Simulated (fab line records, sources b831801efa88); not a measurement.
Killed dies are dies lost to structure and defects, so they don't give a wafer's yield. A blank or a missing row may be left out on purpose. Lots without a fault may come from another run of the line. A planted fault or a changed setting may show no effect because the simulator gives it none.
fab line records | flow sky130
record lots=5 wafers=15 last_day=50
route steps=708 shown DNWELL@39 PWDE@45 NWELL@56
lots that met no fault: from a run of the same line without faults
start_h: hours from the record's first day to the start of the lot's first wafer shown | wait_h: hours since the lot's step before | " the same as in the row above | L1.1+2: a row that stands for several wafers | - no value, or no start given | * or withheld: withheld | < > ~ a bound
route shown NAME@n: a module of which the file shows steps, and the number in the route of the first | usual: mean/standard deviation of fault-free wafers | same: alike in all rows | chamber/n: place in a boat | sites: the reading at each site | _std_site: their standard deviation | _edge_site: outer sites' mean less inner sites' | radius_mm: how far each site lies from the wafer's centre | mask NAME#n: copy n | behind: the tool/chamber that last shaped the wafer | hold: why the lot was held/for how many hours/how that ended | device: the transistor (n, p or np) that didn't switch | end of line: the same wafers' tests at the end of the route | a step without rows: its recipe alone | killed: dies lost to structure and defects at the first sort, not the wafer's yield | map: a wafer's dies, x killed, . not, _ none there
set.NAME: the setting as run; set.NAME@STEP: as run at that earlier step | model.NAME: the simulator's own value behind a step, which no gauge read
lots at some steps of the route; a table a step, a row a wafer
services: from which hour (start_h, from the record's first day; less than 0 if before it) a tool's chamber was out of use, for how many hours, and why
## steps
# step SKY_DNWELL_EXPOSE_04
# recipe mask_id=DNM na=0.57 target_cd_nm=3000 dose_mj=222
# same na=0.57
# columns lot.wafer tool chamber start_h wait_h mask
L085.2+3+4 iline_stepper-02 0 - - DNM#0
L086.1+2+5 iline_stepper-01 0 - - DNM#0
L087.1+3+5 iline_stepper-01 0 - - DNM#0
L088.3+4+5 iline_stepper-01 0 - - DNM#0
L094.3+4+6 iline_stepper-01 0 - - DNM#0
# step SKY_DNWELL_PEB_05
# recipe temp_c=115 time_s=withheld
# usual plate_temp_C=115.02/0.13
# columns lot.wafer tool chamber start_h wait_h plate_temp_C
L085.2 litho_track-03 0 - - 115.20
L085.3 " 0 " " 115.13
L085.4 " 0 " " 115.05
L086.1 litho_track-02 0 - - 115.01
L086.2 " 0 " " 114.81
L086.5 " 0 " " 115.15
L087.1 litho_track-02 0 - - 115.11
L087.3 " 0 " " 115.11
L087.5 " 0 " " 114.95
L088.3 litho_track-01 0 - - 115.20
L088.4 " 0 " " 114.98
L088.5 " 0 " " 115.14
L094.3 litho_track-03 0 - - 114.85
L094.4 " 0 " " 114.82
L094.6 " 0 " " 114.99
# step SKY_DNWELL_DEVELOP_06
# recipe wall_angle_deg=90 developer=TMAH develop_time_s=60 dev_temp_c=23
# columns lot.wafer tool chamber start_h wait_h
L085.2+3+4 litho_track-03 0 - -
L086.1+2+5 litho_track-02 0 - -
L087.1+3+5 litho_track-02 0 - -
L088.3+4+5 litho_track-01 0 - -
L094.3+4+6 litho_track-03 0 - -
# step SKY_DNWELL_IMPLANT_07
# recipe species=P energy_kev=withheld dose_cm2=withheld tilt_deg=withheld
# usual end_station_pressure_torr=5.03e-06/2.9e-07
# columns lot.wafer tool chamber start_h wait_h end_station_pressure_torr
L085.2 implanter-04 0 111.20 - 4.49e-06
L085.3 " 0 " " 4.74e-06
L085.4 " 0 " " 4.75e-06
L086.1 implanter-04 0 118.43 - 5.29e-06
L086.2 " 0 " " 4.94e-06
L086.5 " 0 " " 5.35e-06
L087.1 implanter-04 0 124.83 - 5.28e-06
L087.3 " 0 " " 4.67e-06
L087.5 " 0 " " 4.95e-06
L088.3 implanter-04 0 140.26 - 5e-06
L088.4 " 0 " " 5.17e-06
L088.5 " 0 " " 4.63e-06
L094.3 implanter-02 0 165.87 - 4.66e-06
L094.4 " 0 " " 5.23e-06
L094.6 " 0 " " 5.07e-06
# step SKY_DNWELL_STRIP_08
# recipe chemistry=O2/N2 power_w=1400 pressure_mtorr=1500 platen_temp_c=withheld o2_flow_sccm=3000 n2_flow_sccm=300 overash_fraction=0.5
# usual drypump_motor_current_A=5.9/0.42 oes_product_au=0.723/0.0046 strip_time_to_endpoint_s=36.96/0.091
# columns lot.wafer tool chamber start_h wait_h drypump_motor_current_A oes_product_au rf_hours_counter_h strip_time_to_endpoint_s
L085.2 plasma_asher-03 0 111.33 0.1 6.5 0.716 40 36.97
L085.3 " 1 " " 5.8 0.731 - 36.95
L085.4 " 0 " " 6.5 0.735 - 37.03
L086.1 plasma_asher-01 1 118.58 0.1 5.7 0.723 31 36.98
L086.2 " 0 " " 5.1 0.724 31 36.88
L086.5 " 0 " " 5.1 0.720 - 36.98
L087.1 plasma_asher-03 1 124.98 0.1 5.8 0.721 41 36.76
L087.3 " 0 " " 6.5 0.730 - 36.91
L087.5 " 1 " " 5.8 0.717 - 36.91
L088.3 plasma_asher-03 0 140.39 0.1 6.5 0.726 - 36.91
L088.4 " 1 " " 5.8 0.720 - 36.86
L088.5 " 1 " " 5.8 0.726 - 36.89
L094.3 plasma_asher-03 0 166.01 0.1 6.5 0.725 - 36.83
L094.4 " 1 " " 5.8 0.719 - 36.82
L094.6 " 0 " " 6.5 0.725 - 36.97
# step SKY_DNWELL_TW_MEAS_09
# usual DNWELL_TW=1105/8.9
# columns lot.wafer tool chamber start_h wait_h DNWELL_TW
L085.2 film_metro-01 - 111.44 0.1 1101
L085.3 " - " " 1103
L085.4 " - " " 1098
L086.1 film_metro-01 - 118.68 0.1 1100
L086.2 " - " " 1097
L086.5 " - " " 1087
L087.1 film_metro-02 - 125.08 0.1 1113
L087.3 " - " " 1110
L087.5 " - " " 1108
L088.3 film_metro-01 - 140.48 0.1 1109
L088.4 " - " " 1112
L088.5 " - " " 1107
L094.3 film_metro-01 - 166.09 0.1 1095
L094.4 " - " " 1098
L094.6 " - " " 1091
# step SKY_PWDE_DEHYDRATE_00
# recipe temp_c=200 time_s=60
# usual plate_temp_C=200.00/0.17
# columns lot.wafer tool chamber start_h wait_h plate_temp_C
L085.2 litho_track-01 0 118.63 7.2 199.84
L085.3 " 0 " " 199.99
L085.4 " 0 " " 199.79
L086.1 litho_track-01 0 126.11 7.4 200.00
L086.2 " 0 " " 199.60
L086.5 " 0 " " 199.84
L087.1 litho_track-01 0 134.31 9.2 200.06
L087.3 " 0 " " 200.07
L087.5 " 0 " " 200.01
L088.3 litho_track-03 0 149.78 9.3 199.93
L088.4 " 0 " " 199.97
L088.5 " 0 " " 199.66
L094.3 litho_track-01 0 175.81 9.7 200.02
L094.4 " 0 " " 199.96
L094.6 " 0 " " 199.92
# step SKY_PWDE_HMDS_01
# recipe prime_time_s=60 prime_temp_c=120
# columns lot.wafer tool chamber start_h wait_h
L085.2+3+4 litho_track-01 0 118.78 0.1
L086.1+2+5 litho_track-01 0 126.26 0.1
L087.1+3+5 litho_track-01 0 134.46 0.1
L088.3+4+5 litho_track-03 0 149.93 0.1
L094.3+4+6 litho_track-01 0 175.96 0.1
# step SKY_PWDE_COAT_02
# recipe spin_rpm=2000 resist_thk_nm=3000
# usual spin_speed_rpm=1999.9/1.2
# columns lot.wafer tool chamber start_h wait_h spin_speed_rpm
L085.2 litho_track-01 0 118.93 0.1 1996.8
L085.3 " 0 " " 1999.2
L085.4 " 0 " " 1998.4
L086.1 litho_track-01 0 126.41 0.1 1999.7
L086.2 " 0 " " 1999.3
L086.5 " 0 " " 2000.7
L087.1 litho_track-01 0 134.61 0.1 2000.5
L087.3 " 0 " " 2000.1
L087.5 " 0 " " 1999.1
L088.3 litho_track-03 0 150.08 0.1 1998.8
L088.4 " 0 " " 1998.0
L088.5 " 0 " " 1998.4
L094.3 litho_track-01 0 176.11 0.1 1999.2
L094.4 " 0 " " 1997.8
L094.6 " 0 " " 1999.4
# step SKY_PWDE_SOFTBAKE_03
# recipe temp_c=110 time_s=withheld
# usual plate_temp_C=110.00/0.14
# columns lot.wafer tool chamber start_h wait_h plate_temp_C
L085.2 litho_track-01 0 119.09 0.1 109.93
L085.3 " 0 " " 109.88
L085.4 " 0 " " 109.95
L086.1 litho_track-01 0 126.56 0.1 110.04
L086.2 " 0 " " 109.97
L086.5 " 0 " " 110.05
L087.1 litho_track-01 0 134.76 0.1 109.79
L087.3 " 0 " " 110.06
L087.5 " 0 " " 110.10
L088.3 litho_track-03 0 150.24 0.1 110.03
L088.4 " 0 " " 109.91
L088.5 " 0 " " 110.28
L094.3 litho_track-01 0 176.27 0.1 110.03
L094.4 " 0 " " 109.94
L094.6 " 0 " " 110.17
# step SKY_PWDE_EXPOSE_04
# recipe mask_id=PWDEM na=0.6 source_shape=conventional sigma_outer=0.6 polarization=unpolarized target_cd_nm=840 dose_mj=214
# same na=0.6 sigma_outer=0.6
# columns lot.wafer tool chamber start_h wait_h mask
L085.2+3+4 iline_stepper-01 0 - - PWDEM#0
L086.1+2+5 iline_stepper-01 0 - - PWDEM#0
L087.1+3+5 iline_stepper-02 0 - - PWDEM#0
L088.3+4+5 iline_stepper-02 0 - - PWDEM#0
L094.3+4+6 iline_stepper-02 0 - - PWDEM#0
# step SKY_PWDE_PEB_05
# recipe temp_c=115 time_s=withheld
# usual plate_temp_C=114.97/0.12
# columns lot.wafer tool chamber start_h wait_h plate_temp_C
L085.2 litho_track-03 0 - - 114.99
L085.3 " 0 " " 114.87
L085.4 " 0 " " 114.95
L086.1 litho_track-03 0 - - 115.09
L086.2 " 0 " " 114.96
L086.5 " 0 " " 115.05
L087.1 litho_track-01 0 - - 115.02
L087.3 " 0 " " 115.07
L087.5 " 0 " " 114.98
L088.3 litho_track-01 0 - - 114.81
L088.4 " 0 " " 114.85
L088.5 " 0 " " 114.88
L094.3 litho_track-01 0 - - 115.14
L094.4 " 0 " " 115.00
L094.6 " 0 " " 114.86
# step SKY_PWDE_DEVELOP_06
# recipe wall_angle_deg=90 developer=TMAH develop_time_s=60 dev_temp_c=23
# columns lot.wafer tool chamber start_h wait_h
L085.2+3+4 litho_track-03 0 - -
L086.1+2+5 litho_track-03 0 - -
L087.1+3+5 litho_track-01 0 - -
L088.3+4+5 litho_track-01 0 - -
L094.3+4+6 litho_track-01 0 - -
# step SKY_PWDE_OVL_MEAS_07
# usual PWDE_OVL=0.0/1.3
# columns lot.wafer tool chamber start_h wait_h PWDE_OVL[nm]
L085.2 overlay-02 - 127.93 - 0.4
L085.3 " - " " 0.4
L085.4 " - " " -0.5
L086.1 overlay-02 - 137.28 - -0.4
L086.2 " - " " 0.2
L086.5 " - " " 1.0
L087.1 overlay-02 - 144.46 - -1.0
L087.3 " - " " 0.3
L087.5 " - " " 0.4
L088.3 overlay-01 - 160.72 - 0.2
L088.4 " - " " -0.7
L088.5 " - " " 0.4
L094.3 overlay-01 - 186.77 - -0.4
L094.4 " - " " -1.6
L094.6 " - " " -1.3
# step SKY_PWDE_IMPLANT_08
# recipe species=B energy_kev=150 dose_cm2=3.6e+12 tilt_deg=withheld
# usual end_station_pressure_torr=4.96e-06/2.5e-07
# columns lot.wafer tool chamber start_h wait_h end_station_pressure_torr
L085.2 implanter-04 0 127.99 0.0 4.76e-06
L085.3 " 0 " " 4.97e-06
L085.4 " 0 " " 5.16e-06
L086.1 implanter-04 0 137.31 0.0 4.61e-06
L086.2 " 0 " " 5.16e-06
L086.5 " 0 " " 4.73e-06
L087.1 implanter-04 0 144.49 0.0 4.94e-06
L087.3 " 0 " " 5.02e-06
L087.5 " 0 " " 4.75e-06
L088.3 implanter-04 0 160.79 0.1 5.01e-06
L088.4 " 0 " " 4.67e-06
L088.5 " 0 " " 4.48e-06
L094.3 implanter-02 0 186.84 0.1 5.05e-06
L094.4 " 0 " " 4.6e-06
L094.6 " 0 " " 5e-06
# step SKY_PWDE_STRIP_09
# recipe chemistry=O2/N2 power_w=1400 pressure_mtorr=1500 platen_temp_c=withheld o2_flow_sccm=3000 n2_flow_sccm=300 overash_fraction=0.5
# usual drypump_motor_current_A=5.9/0.39 oes_product_au=0.722/0.0043 strip_time_to_endpoint_s=36.99/0.11
# columns lot.wafer tool chamber start_h wait_h drypump_motor_current_A oes_product_au rf_hours_counter_h strip_time_to_endpoint_s
L085.2 plasma_asher-03 0 128.11 0.1 6.5 0.719 42 36.88
L085.3 " 1 " " 5.8 0.723 - 36.89
L085.4 " 0 " " 6.4 0.717 - 36.81
L086.1 plasma_asher-04 1 137.46 0.1 5.9 0.725 2 37.14
L086.2 " 0 " " 5.7 0.717 2 37.12
L086.5 " 1 " " 5.9 0.722 - 37.08
L087.1 plasma_asher-02 0 144.64 0.1 5.3 0.723 46 36.95
L087.3 " 1 " " 6.1 0.722 - 36.98
L087.5 " 1 " " 6.1 0.729 - 36.98
L088.3 plasma_asher-03 0 160.92 0.1 6.5 0.720 - 36.99
L088.4 " 1 " " 5.8 0.726 - 36.98
L088.5 " 0 " " 6.5 0.718 - 37.04
L094.3 plasma_asher-03 0 186.97 0.1 6.5 0.718 - 37.00
L094.4 " 1 " " 5.8 0.722 - 37.10
L094.6 " 1 " " 5.8 0.721 - 37.11
# step SKY_PWDE_TW_MEAS_10
# usual PWDE_TW=372.0/2.3
# columns lot.wafer tool chamber start_h wait_h PWDE_TW
L085.2 film_metro-01 - 128.22 0.1 369.4
L085.3 " - " " 370.3
L085.4 " - " " 369.6
L086.1 film_metro-01 - 137.56 0.1 368.5
L086.2 " - " " 368.1
L086.5 " - " " 368.6
L087.1 film_metro-04 - 144.74 0.1 371.1
L087.3 " - " " 371.8
L087.5 " - " " 371.3
L088.3 film_metro-02 - 161.01 0.1 373.8
L088.4 " - " " 373.5
L088.5 " - " " 375.7
L094.3 film_metro-01 - 187.06 0.1 367.2
L094.4 " - " " 368.2
L094.6 " - " " 367.1
# step SKY_NWELL_DEHYDRATE_03
# recipe temp_c=200 time_s=60
# usual plate_temp_C=199.97/0.15
# columns lot.wafer tool chamber start_h wait_h plate_temp_C
L085.2 litho_track-03 0 137.60 9.4 199.94
L085.3 " 0 " " 199.98
L085.4 " 0 " " 200.17
L086.1 litho_track-04 0 146.69 9.1 199.64
L086.2 " 0 " " 199.77
L086.5 " 0 " " 199.92
L087.1 litho_track-02 0 153.83 9.1 199.95
L087.3 " 0 " " 199.94
L087.5 " 0 " " 199.96
L088.3 litho_track-04 0 170.34 9.3 200.25
L088.4 " 0 " " 200.20
L088.5 " 0 " " 200.04
L094.3 litho_track-03 0 196.97 9.9 199.93
L094.4 " 0 " " 200.37
L094.6 " 0 " " 200.28
# step SKY_NWELL_HMDS_04
# recipe prime_time_s=60 prime_temp_c=120
# columns lot.wafer tool chamber start_h wait_h
L085.2+3+4 litho_track-03 0 137.75 0.1
L086.1+2+5 litho_track-04 0 146.84 0.1
L087.1+3+5 litho_track-02 0 153.98 0.1
L088.3+4+5 litho_track-04 0 170.49 0.1
L094.3+4+6 litho_track-03 0 197.12 0.1
# step SKY_NWELL_COAT_05
# recipe spin_rpm=2000 resist_thk_nm=3000
# usual spin_speed_rpm=1999.9/1.3
# columns lot.wafer tool chamber start_h wait_h spin_speed_rpm
L085.2 litho_track-03 0 137.90 0.1 2000.2
L085.3 " 0 " " 2000.1
L085.4 " 0 " " 2002.4
L086.1 litho_track-04 0 146.99 0.1 1999.8
L086.2 " 0 " " 1997.8
L086.5 " 0 " " 2000.9
L087.1 litho_track-02 0 154.13 0.1 1999.5
L087.3 " 0 " " 1999.9
L087.5 " 0 " " 1998.1
L088.3 litho_track-04 0 170.64 0.1 1999.3
L088.4 " 0 " " 1999.5
L088.5 " 0 " " 1998.6
L094.3 litho_track-03 0 197.27 0.1 2000.2
L094.4 " 0 " " 1999.9
L094.6 " 0 " " 1999.7
# step SKY_NWELL_SOFTBAKE_06
# recipe temp_c=110 time_s=withheld
# usual plate_temp_C=110.00/0.14
# columns lot.wafer tool chamber start_h wait_h plate_temp_C
L085.2 litho_track-03 0 138.06 0.1 109.63
L085.3 " 0 " " 109.78
L085.4 " 0 " " 109.82
L086.1 litho_track-04 0 147.14 0.1 110.12
L086.2 " 0 " " 109.97
L086.5 " 0 " " 110.12
L087.1 litho_track-02 0 154.28 0.1 109.94
L087.3 " 0 " " 110.10
L087.5 " 0 " " 109.95
L088.3 litho_track-04 0 170.81 0.1 109.76
L088.4 " 0 " " 110.02
L088.5 " 0 " " 109.88
L094.3 litho_track-03 0 197.44 0.1 110.04
L094.4 " 0 " " 110.23
L094.6 " 0 " " 110.15
# step SKY_NWELL_EXPOSE_07
# recipe mask_id=NWM na=0.6 source_shape=conventional sigma_outer=0.6 polarization=unpolarized target_cd_nm=840 dose_mj=255
# same na=0.6 sigma_outer=0.6
# columns lot.wafer tool chamber start_h wait_h mask
L085.2+3+4 iline_stepper-01 0 - - NWM#0
L086.1+2+5 iline_stepper-01 0 - - NWM#0
L087.1+3+5 iline_stepper-01 0 - - NWM#0
L088.3+4+5 iline_stepper-01 0 - - NWM#0
L094.3+4+6 iline_stepper-02 0 - - NWM#0
# step SKY_NWELL_PEB_08
# recipe temp_c=115 time_s=withheld
# usual plate_temp_C=115.02/0.12
# columns lot.wafer tool chamber start_h wait_h plate_temp_C
L085.2 litho_track-02 0 - - 114.92
L085.3 " 0 " " 114.89
L085.4 " 0 " " 114.93
L086.1 litho_track-03 0 - - 115.00
L086.2 " 0 " " 115.02
L086.5 " 0 " " 115.05
L087.1 litho_track-03 0 - - 115.00
L087.3 " 0 " " 114.76
L087.5 " 0 " " 115.14
L088.3 litho_track-04 0 - - 115.18
L088.4 " 0 " " 115.05
L088.5 " 0 " " 115.30
L094.3 litho_track-03 0 - - 115.12
L094.4 " 0 " " 115.04
L094.6 " 0 " " 115.04
# step SKY_NWELL_DEVELOP_09
# recipe wall_angle_deg=90 developer=TMAH develop_time_s=60 dev_temp_c=23
# columns lot.wafer tool chamber start_h wait_h
L085.2+3+4 litho_track-02 0 - -
L086.1+2+5 litho_track-03 0 - -
L087.1+3+5 litho_track-03 0 - -
L088.3+4+5 litho_track-04 0 - -
L094.3+4+6 litho_track-03 0 - -
# step SKY_NWELL_OVL_MEAS_10
# usual NWELL_00_OVL=-0.4/1.4
# columns lot.wafer tool chamber start_h wait_h NWELL_00_OVL[nm]
L085.2 overlay-02 - 147.64 - -1.1
L085.3 " - " " -2.2
L085.4 " - " " -1.5
L086.1 overlay-02 - 157.32 - -1.4
L086.2 " - " " -1.7
L086.5 " - " " 0.1
L087.1 overlay-02 - 164.22 - 0.3
L087.3 " - " " 0.8
L087.5 " - " " -0.1
L088.3 overlay-02 - 181.35 - -2.5
L088.4 " - " " -2.7
L088.5 " - " " -1.8
L094.3 overlay-01 - 209.14 - 1.1
L094.4 " - " " -0.4
L094.6 " - " " -0.1
# step SKY_NWELL_IMPLANT_11
# recipe species=P energy_kev=400 dose_cm2=1.9e+13 tilt_deg=withheld
# usual end_station_pressure_torr=5.05e-06/2.8e-07
# columns lot.wafer tool chamber start_h wait_h end_station_pressure_torr
L085.2 implanter-01 0 147.69 0.0 5.06e-06
L085.3 " 0 " " 5.05e-06
L085.4 " 0 " " 5.23e-06
L086.1 implanter-04 0 157.36 0.0 4.68e-06
L086.2 " 0 " " 4.91e-06
L086.5 " 0 " " 5.19e-06
L087.1 implanter-03 0 164.26 0.0 5.21e-06
L087.3 " 0 " " 4.89e-06
L087.5 " 0 " " 5.16e-06
L088.3 implanter-01 0 181.42 0.1 5.1e-06
L088.4 " 0 " " 4.9e-06
L088.5 " 0 " " 4.75e-06
L094.3 implanter-04 0 209.21 0.1 4.65e-06
L094.4 " 0 " " 5.34e-06
L094.6 " 0 " " 5.04e-06
# step SKY_NWELL_IMPLANT_12
# recipe species=P energy_kev=120 dose_cm2=1.3e+12 tilt_deg=withheld
# usual end_station_pressure_torr=5.03e-06/2.7e-07
# columns lot.wafer tool chamber start_h wait_h end_station_pressure_torr
L085.2 implanter-01 0 147.84 0.1 5.73e-06
L085.3 " 0 " " 4.69e-06
L085.4 " 0 " " 4.95e-06
L086.1 implanter-04 0 157.51 0.1 5.4e-06
L086.2 " 0 " " 4.68e-06
L086.5 " 0 " " 5.05e-06
L087.1 implanter-03 0 164.41 0.1 5.16e-06
L087.3 " 0 " " 4.88e-06
L087.5 " 0 " " 5.05e-06
L088.3 implanter-01 0 181.57 0.1 5.06e-06
L088.4 " 0 " " 4.78e-06
L088.5 " 0 " " 5.19e-06
L094.3 implanter-04 0 209.36 0.1 4.48e-06
L094.4 " 0 " " 4.64e-06
L094.6 " 0 " " 5.26e-06
# step SKY_NWELL_IMPLANT_13
# recipe species=P energy_kev=50 dose_cm2=7e+11 tilt_deg=withheld
# usual end_station_pressure_torr=5e-06/2.6e-07
# columns lot.wafer tool chamber start_h wait_h end_station_pressure_torr
L085.2 implanter-01 0 147.99 0.1 5.23e-06
L085.3 " 0 " " 5.29e-06
L085.4 " 0 " " 4.85e-06
L086.1 implanter-04 0 157.66 0.1 5.18e-06
L086.2 " 0 " " 5.24e-06
L086.5 " 0 " " 4.85e-06
L087.1 implanter-03 0 164.56 0.1 5.04e-06
L087.3 " 0 " " 4.79e-06
L087.5 " 0 " " 5.03e-06
L088.3 implanter-01 0 181.72 0.1 4.78e-06
L088.4 " 0 " " 5.17e-06
L088.5 " 0 " " 5.08e-06
L094.3 implanter-04 0 209.51 0.1 4.54e-06
L094.4 " 0 " " 4.98e-06
L094.6 " 0 " " 5.44e-06
# step SKY_NWELL_STRIP_14
# recipe chemistry=O2/N2 power_w=1400 pressure_mtorr=1500 platen_temp_c=withheld o2_flow_sccm=3000 n2_flow_sccm=300 overash_fraction=0.5
# usual drypump_motor_current_A=5.7/0.44 oes_product_au=0.723/0.0048 strip_time_to_endpoint_s=36.94/0.11
# columns lot.wafer tool chamber start_h wait_h drypump_motor_current_A oes_product_au rf_hours_counter_h strip_time_to_endpoint_s
L085.2 plasma_asher-01 1 148.12 0.1 5.7 0.723 34 36.97
L085.3 " 1 " " 5.7 0.729 - 36.91
L085.4 " 0 " " 5.1 0.719 - 37.02
L086.1 plasma_asher-03 0 157.81 0.1 6.5 0.718 45 36.80
L086.2 " 1 " " 5.8 0.720 45 36.78
L086.5 " 1 " " 5.8 0.721 - 36.77
L087.1 plasma_asher-01 0 164.71 0.1 5.1 0.722 35 37.06
L087.3 " 1 " " 5.7 0.724 - 37.05
L087.5 " 0 " " 5.1 0.722 - 36.97
L088.3 plasma_asher-03 1 181.86 0.1 5.8 0.722 - 36.90
L088.4 " 0 " " 6.5 0.717 - 36.82
L088.5 " 1 " " 5.8 0.723 - 36.93
L094.3 plasma_asher-02 0 209.64 0.1 5.3 0.721 - 36.93
L094.4 " 1 " " 6.0 0.721 - 36.82
L094.6 " 1 " " 6.0 0.728 - 36.83
# step SKY_NWELL_TW_MEAS_15
# usual NWELL_TW=1807/13
# columns lot.wafer tool chamber start_h wait_h NWELL_TW
L085.2 film_metro-01 - 148.23 0.1 1785
L085.3 " - " " 1789
L085.4 " - " " 1779
L086.1 film_metro-02 - 157.91 0.1 1825
L086.2 " - " " 1818
L086.5 " - " " 1821
L087.1 film_metro-04 - 164.81 0.1 1811
L087.3 " - " " 1801
L087.5 " - " " 1807
L088.3 film_metro-02 - 181.94 0.1 1809
L088.4 " - " " 1823
L088.5 " - " " 1809
L094.3 film_metro-01 - 209.73 0.1 1804
L094.4 " - " " 1808
L094.6 " - " " 1813
# step SKY_NWELL_DEHYDRATE_16
# recipe temp_c=200 time_s=60
# usual plate_temp_C=200.00/0.17
# columns lot.wafer tool chamber start_h wait_h plate_temp_C
L085.2 litho_track-03 0 158.00 9.8 200.10
L085.3 " 0 " " 199.77
L085.4 " 0 " " 200.00
L086.1 litho_track-03 0 167.07 9.2 200.14
L086.2 " 0 " " 200.06
L086.5 " 0 " " 200.14
L087.1 litho_track-04 0 174.59 9.8 199.91
L087.3 " 0 " " 199.87
L087.5 " 0 " " 199.94
L088.3 litho_track-02 0 191.63 9.7 200.17
L088.4 " 0 " " 200.20
L088.5 " 0 " " 200.14
L094.3 litho_track-04 0 219.19 9.4 200.02
L094.4 " 0 " " 200.03
L094.6 " 0 " " 199.84
# step SKY_NWELL_HMDS_17
# recipe prime_time_s=60 prime_temp_c=120
# columns lot.wafer tool chamber start_h wait_h
L085.2+3+4 litho_track-03 0 158.15 0.1
L086.1+2+5 litho_track-03 0 167.22 0.1
L087.1+3+5 litho_track-04 0 174.74 0.1
L088.3+4+5 litho_track-02 0 191.78 0.1
L094.3+4+6 litho_track-04 0 219.34 0.1
# step SKY_NWELL_COAT_18
# recipe spin_rpm=2000 resist_thk_nm=3000
# usual spin_speed_rpm=1999.8/1.3
# columns lot.wafer tool chamber start_h wait_h spin_speed_rpm
L085.2 litho_track-03 0 158.30 0.1 2001.1
L085.3 " 0 " " 2001.8
L085.4 " 0 " " 1999.3
L086.1 litho_track-03 0 167.37 0.1 2000.0
L086.2 " 0 " " 1999.2
L086.5 " 0 " " 1998.5
L087.1 litho_track-04 0 174.89 0.1 1999.7
L087.3 " 0 " " 2001.1
L087.5 " 0 " " 2001.9
L088.3 litho_track-02 0 191.93 0.1 2000.7
L088.4 " 0 " " 2003.2
L088.5 " 0 " " 2001.0
L094.3 litho_track-04 0 219.49 0.1 2000.4
L094.4 " 0 " " 1998.6
L094.6 " 0 " " 1999.6
# step SKY_NWELL_SOFTBAKE_19
# recipe temp_c=110 time_s=withheld
# usual plate_temp_C=109.94/0.14
# columns lot.wafer tool chamber start_h wait_h plate_temp_C
L085.2 litho_track-03 0 158.46 0.1 109.78
L085.3 " 0 " " 109.88
L085.4 " 0 " " 109.91
L086.1 litho_track-03 0 167.52 0.1 110.01
L086.2 " 0 " " 110.22
L086.5 " 0 " " 110.22
L087.1 litho_track-04 0 175.04 0.1 109.83
L087.3 " 0 " " 109.80
L087.5 " 0 " " 109.69
L088.3 litho_track-02 0 192.10 0.1 110.04
L088.4 " 0 " " 109.88
L088.5 " 0 " " 109.83
L094.3 litho_track-04 0 219.66 0.1 110.03
L094.4 " 0 " " 110.05
L094.6 " 0 " " 110.05
# step SKY_NWELL_EXPOSE_20
# recipe mask_id=NWM_COMPLEMENT na=0.6 source_shape=conventional sigma_outer=0.6 polarization=unpolarized target_cd_nm=840 dose_mj=260
# same na=0.6 sigma_outer=0.6
# columns lot.wafer tool chamber start_h wait_h mask
L085.2+3+4 iline_stepper-02 0 - - NWM_COMPLEMENT#0
L086.1+2+5 iline_stepper-02 0 - - NWM_COMPLEMENT#0
L087.1+3+5 iline_stepper-01 0 - - NWM_COMPLEMENT#0
L088.3+4+5 iline_stepper-02 0 - - NWM_COMPLEMENT#0
L094.3+4+6 iline_stepper-01 0 - - NWM_COMPLEMENT#0
# step SKY_NWELL_PEB_21
# recipe temp_c=115 time_s=withheld
# usual plate_temp_C=115.01/0.12
# columns lot.wafer tool chamber start_h wait_h plate_temp_C
L085.2 litho_track-02 0 - - 115.15
L085.3 " 0 " " 114.73
L085.4 " 0 " " 115.00
L086.1 litho_track-04 0 - - 115.04
L086.2 " 0 " " 115.07
L086.5 " 0 " " 114.88
L087.1 litho_track-02 0 - - 114.94
L087.3 " 0 " " 115.09
L087.5 " 0 " " 114.88
L088.3 litho_track-03 0 - - 115.03
L088.4 " 0 " " 114.99
L088.5 " 0 " " 115.00
L094.3 litho_track-02 0 - - 114.89
L094.4 " 0 " " 114.88
L094.6 " 0 " " 114.83
# step SKY_NWELL_DEVELOP_22
# recipe wall_angle_deg=90 developer=TMAH develop_time_s=60 dev_temp_c=23
# columns lot.wafer tool chamber start_h wait_h
L085.2+3+4 litho_track-02 0 - -
L086.1+2+5 litho_track-04 0 - -
L087.1+3+5 litho_track-02 0 - -
L088.3+4+5 litho_track-03 0 - -
L094.3+4+6 litho_track-02 0 - -
# step SKY_NWELL_OVL_MEAS_23
# usual NWELL_01_OVL=0.2/1.4
# columns lot.wafer tool chamber start_h wait_h NWELL_01_OVL[nm]
L085.2 overlay-01 - 168.29 - 0.6
L085.3 " - " " 0.5
L085.4 " - " " -0.5
L086.1 overlay-02 - 177.54 - 2.5
L086.2 " - " " 2.6
L086.5 " - " " 1.9
L087.1 overlay-02 - 185.83 - 0.7
L087.3 " - " " 1.2
L087.5 " - " " 1.6
L088.3 overlay-02 - 203.24 - 1.5
L088.4 " - " " -1.1
L088.5 " - " " 1.4
L094.3 overlay-01 - 230.89 - -1.3
L094.4 " - " " 2.2
L094.6 " - " " 0.5
# step SKY_NWELL_IMPLANT_24
# recipe species=B energy_kev=140 dose_cm2=9.2e+12 tilt_deg=withheld
# usual end_station_pressure_torr=5.01e-06/2.8e-07
# columns lot.wafer tool chamber start_h wait_h end_station_pressure_torr
L085.2 implanter-03 0 168.34 0.0 5.07e-06
L085.3 " 0 " " 4.51e-06
L085.4 " 0 " " 5.05e-06
L086.1 implanter-03 0 177.57 0.0 4.6e-06
L086.2 " 0 " " 5.02e-06
L086.5 " 0 " " 5.58e-06
L087.1 implanter-04 0 185.87 0.0 5.31e-06
L087.3 " 0 " " 4.28e-06
L087.5 " 0 " " 4.98e-06
L088.3 implanter-03 0 203.31 0.1 4.71e-06
L088.4 " 0 " " 5.51e-06
L088.5 " 0 " " 5.54e-06
L094.3 implanter-01 0 230.97 0.1 5.3e-06
L094.4 " 0 " " 5.53e-06
L094.6 " 0 " " 4.83e-06
## services
# columns tool chamber start_h hours kind
iline_stepper-02 - 85.07 1.7 pm
implanter-01 - 87.90 3.9 repair
implanter-01 - 89.88 0.6 repair
implanter-03 - 98.61 2.2 repair
implanter-02 - 99.44 11.2 repair
iline_stepper-01 - 101.93 1.7 pm
plasma_asher-04 - 108.75 9.0 pm
plasma_asher-04 0 108.75 9.0 vent_cycle
plasma_asher-04 1 108.75 9.0 vent_cycle
implanter-02 - 110.60 3.8 pm
implanter-01 - 113.09 3.5 repair
iline_stepper-01 0 117.05 - calibration
plasma_asher-04 0 117.75 - clean
plasma_asher-04 1 117.75 - clean
iline_stepper-02 - 135.20 4.4 pm
iline_stepper-02 0 136.41 - calibration
implanter-02 - 141.33 2.6 repair
plasma_asher-04 - 148.75 0.3 repair
plasma_asher-02 - 157.08 3.6 repair
implanter-01 - 158.50 5.6 repair
implanter-02 - 225.66 83.1 pm
plasma_asher-03 - 230.10 2.5 repair
## key
fault none
